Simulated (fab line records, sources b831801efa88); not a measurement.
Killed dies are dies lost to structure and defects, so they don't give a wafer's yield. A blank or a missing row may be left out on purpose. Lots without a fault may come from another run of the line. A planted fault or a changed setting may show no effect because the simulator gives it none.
Which tool did it? | flow gf180mcu | 7 lots, 21 wafers sampled, at 1 step of a route of 602

WHAT THE GAUGES READ, wafer by wafer
GF_PSD_RS_MEAS_14: measures by four-point-probe.
lot  | measured     | on            | NSD_RS (ohm/sq)
L110 | day 15 00:40 | film_metro-01 | 46.34 46.25 46.24
L113 | day 16 04:20 | film_metro-03 | 46.18 46.29 46.25
L115 | day 17 02:07 | film_metro-01 | 46.14 46.27 46.20
L117 | day 17 07:53 | film_metro-03 | 46.07 45.92 46.12
L119 | day 18 01:57 | film_metro-04 | 46.04 46.08 46.14
L129 | day 21 18:17 | film_metro-01 | 46.25 46.25 46.19
L131 | day 22 01:29 | film_metro-04 | 46.19 46.08 46.10

WHICH TOOL RAN EACH LOT (tool, then ch and the chambers of the sampled wafers, then the start)
The record holds no process step before these readings.

THE ANSWER, worked out from the rows above alone
Rule: what is usual is taken from the lots themselves. Put in order of their means at a reading, lots are off if they are a third of the lots or fewer, leave a main group of 4 or more, and stand apart from it by a gap of 3 or more times the standard deviation of the main group's means; of several such gaps the widest counts. A main group whose means are all the same, to the digits that the tables above print for the reading, isn't used. A lot without any number at a reading at which 4 lots or more have one is off too. The other lots that the step has rows for count as sound.
No lot is off at any reading shown: from this, nothing can be told.

WHAT THE SIMULATOR HAD PUT IN
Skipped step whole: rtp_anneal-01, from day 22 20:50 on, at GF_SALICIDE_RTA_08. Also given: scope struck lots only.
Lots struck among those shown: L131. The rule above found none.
